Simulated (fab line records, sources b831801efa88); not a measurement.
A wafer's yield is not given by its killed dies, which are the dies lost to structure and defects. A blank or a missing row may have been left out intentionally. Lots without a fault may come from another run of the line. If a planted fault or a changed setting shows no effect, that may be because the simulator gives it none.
Matching of chambers	flow gf180mcu	GF_MIM_CVD_05 on pecvd-03 has 3 sister chambers
The step deposits Si3N4, target thk 42 nm, time 29.086 s. 14 wafers are shown with their chamber, then 7 later ones without.

## WAFERS WITH THEIR CHAMBER
wafer	chamber	heaterPowerOuterW (W)	heaterPowerW (W)
L082.2	2	316	606
L082.3	1	380	620
L082.6	2	327	615
L084.1	2	354	639
L084.4	2	348	647
L084.6	2	355	648
L087.2	2	336	630
L087.5	1	354	599
L087.6	2	341	629
L090.3	2	384	696
L090.4	1	376	628
L090.6	0	347	650
L091.3	1	353	575
L091.4	0	308	598

SIGNATURES, as means of the wafers listed above
reading	chamber 0	chamber 1	chamber 2	scatter within a chamber
heaterPowerOuterW	327.50	365.75	345.12	19.9
heaterPowerW	624.00	605.50	638.75	27.4
Rule: for a wafer and a chamber, the distance is found by dividing, reading by reading, the gap between the wafer's reading and the chamber's mean by the reading's scatter, squaring, summing and taking the root. If the next closest chamber is less than 2 further off than the closest, the wafer can't be placed; otherwise it belongs to the closest. How the scatter is found: for the shown wafers, subtract from each reading the mean of its chamber, square and add these, divide the total by (wafers less chambers), then take the root.

## WAFERS MISSING THEIR CHAMBER
wafer	heaterPowerOuterW (W)	heaterPowerW (W)
L091.5	355	586
L092.2	407	717
L092.4	410	710
L092.5	356	652
L096.2	389	635
L096.3	326	593
L096.5	390	704

## WHICH CHAMBER EACH ONE RAN IN
wafer	from the rows above	in truth
L091.5	can't be placed: 1 or 0 or 2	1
L092.2	can't be placed: 2 or 1 or 0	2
L092.4	can't be placed: 2 or 1 or 0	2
L092.5	can't be placed: 2 or 0 or 1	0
L096.2	can't be placed: 1 or 2 or 0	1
L096.3	can't be placed: 0 or 2 or 1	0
L096.5	can't be placed: 2 or 1 or 0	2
0 of 7 placed correctly. Cannot be placed on the basis of these rows: 7; the candidates contain the true chamber in 7. Placed wrongly: 0.
